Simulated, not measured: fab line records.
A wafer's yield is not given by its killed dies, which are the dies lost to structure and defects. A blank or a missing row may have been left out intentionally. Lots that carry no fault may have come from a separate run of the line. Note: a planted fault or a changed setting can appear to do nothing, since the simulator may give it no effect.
Matching of chambers | flow gf180mcu | 4 sister chambers for GF_V3_ETCH_16 on rie_diel-03
The step etches BARC in N2/H2. 4 wafers are shown with their chamber, then 11 later ones without.

WAFERS WITH THEIR CHAMBER
wafer  | chamber | throttle_valve_pct (%)
L090.2 | 0       | 13.223
L092.1 | 3       | 13.224
L092.5 | 1       | 13.230
L093.1 | 2       | 13.233

WAFERS WHOSE CHAMBER IS MISSING
wafer  | throttle_valve_pct (%)
L093.2 | 13.208
L093.3 | 13.230
L093.4 | 13.218
L093.5 | 13.226
L093.6 | 13.254
L095.2 | 13.209
L095.3 | 13.223
L095.4 | 13.223
L096.2 | 13.240
L096.4 | 13.235
L096.5 | 13.232

THE CHAMBER EACH PASSED THROUGH
wafer  | from the rows above               | in truth
L093.2 | can't be placed: 0 or 3 or 1 or 2 | 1
L093.3 | can't be placed: 1 or 2 or 3 or 0 | 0
L093.4 | can't be placed: 0 or 3 or 1 or 2 | 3
L093.5 | can't be placed: 3 or 0 or 1 or 2 | 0
L093.6 | can't be placed: 2 or 1 or 3 or 0 | 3
L095.2 | can't be placed: 0 or 3 or 1 or 2 | 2
L095.3 | can't be placed: 0 or 3 or 1 or 2 | 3
L095.4 | can't be placed: 0 or 3 or 1 or 2 | 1
L096.2 | can't be placed: 2 or 1 or 3 or 0 | 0
L096.4 | can't be placed: 2 or 1 or 3 or 0 | 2
L096.5 | can't be placed: 2 or 1 or 3 or 0 | 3
0 of 11 placed correctly. Not placeable from these rows: 11 (in 11, the candidates include the true chamber). Number placed wrongly: 0.
How it was worked out, from the rows above alone: a wafer's distance from a chamber is the root of the sum, over the readings, of the square of ((its reading less the chamber's mean) divided by the reading's scatter). The wafer belongs to the nearest chamber; if the next one is less than 2 further off, it can't be placed. Each chamber's mean is taken over the wafers shown for it. The scatter: with one shown wafer a chamber, the root of the mean of the squares of how far each hidden wafer lies from its nearest shown one.
